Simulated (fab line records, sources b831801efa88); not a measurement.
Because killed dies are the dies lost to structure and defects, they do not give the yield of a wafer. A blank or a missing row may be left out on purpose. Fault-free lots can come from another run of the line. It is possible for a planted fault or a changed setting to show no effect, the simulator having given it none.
One fault seen from 2 desks -- flow gf180mcu -- what lay behind the numbers comes last; until then each desk has only its own

METROLOGY DESK
What the gauges read for every lot (on any tool): the sampled wafers with a number, averaged. Any lot whose mean is over 4 standard deviations away from the usual mean is out of limits and marked OUT; that distance is given in the brackets.
Columns: A = cdNm at GF_PSD_CD_MEAS_07, usual 399.7 nm; B = SAB_CVD_00_THK at GF_SAB_THK_MEAS_01, usual 50.0 nm
lot,first seen here,A,B
L340,day 14 09:45,400.8,50.4
L341,day 14 11:22,398.3,49.9
L343,day 15 08:02,398.4,50.3
L344,day 15 20:55,401.7,50.1
L345,day 15 23:08,399.4,49.0
L348,day 16 21:05,399.9,50.5
L349,day 17 14:39,394.4,50.1
L351,day 18 03:46,401.0,49.4
L353,day 19 02:01,401.7,50.1
L357,day 20 07:29,383.2 (-6.6) OUT,50.0
L359,day 20 19:28,400.2,49.8
L360,day 21 09:30,400.6,49.8
L361,day 21 14:55,380.5 (-7.7) OUT,49.6
This desk finds L357, L361 out of limits, L357 being first, at day 20 07:29 (cdNm at GF_PSD_CD_MEAS_07). Within limits: L340, L341, L343, L344, L345, L348, L349, L351, L353, L359, L360.

FOR THE TOOL OWNER'S DESK: ilineStepper-01
The tool's own readings at GF_PSD_EXPOSE_04 (exposes mask Pplus, target cd 400 nm): means of the sampled wafers that have a number, for each lot that ran on this tool. Any lot whose mean is over 4 standard deviations away from the usual mean is out of limits and marked OUT; that distance is given in the brackets.
Columns: A = exposureDoseMJCm2 at GF_PSD_EXPOSE_04, usual 140.01; B = reticleTempC at GF_PSD_EXPOSE_04, usual 22.98 C
lot,first seen here,A,B
L341,day 14 01:37,140.19,22.97
L351,day 17 16:30,139.99,23.09
L353,day 18 14:14,140.00,22.91
L357,day 19 19:31,130.48 (-68) OUT,22.98
L361,day 21 03:29,132.50 (-54) OUT,22.82
This desk finds L357, L361 out of limits, L357 being first, at day 19 19:31 (exposureDoseMJCm2 at GF_PSD_EXPOSE_04). Within limits: L341, L351, L353.

PUT TOGETHER
The tool owner's desk had the chance to raise an alarm at day 19 19:31 on L357, L361.
L357, L361 would have let the metrology desk raise an alarm at day 20 07:29.
GF_PSD_EXPOSE_04 was run on ilineStepper-01 by each of the lots named.

WHAT HAD BEEN PUT IN BY THE SIMULATOR
Process parameter drift: ilineStepper-01, from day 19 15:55 on, at GF_PSD_EXPOSE_04. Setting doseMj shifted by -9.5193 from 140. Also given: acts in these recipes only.
Lots struck among those shown: L357, L361.
Delay (hours) between the fault's onset and each desk's first out-of-limits reading: 4 at the tool owner's desk, 16 at the metrology desk.
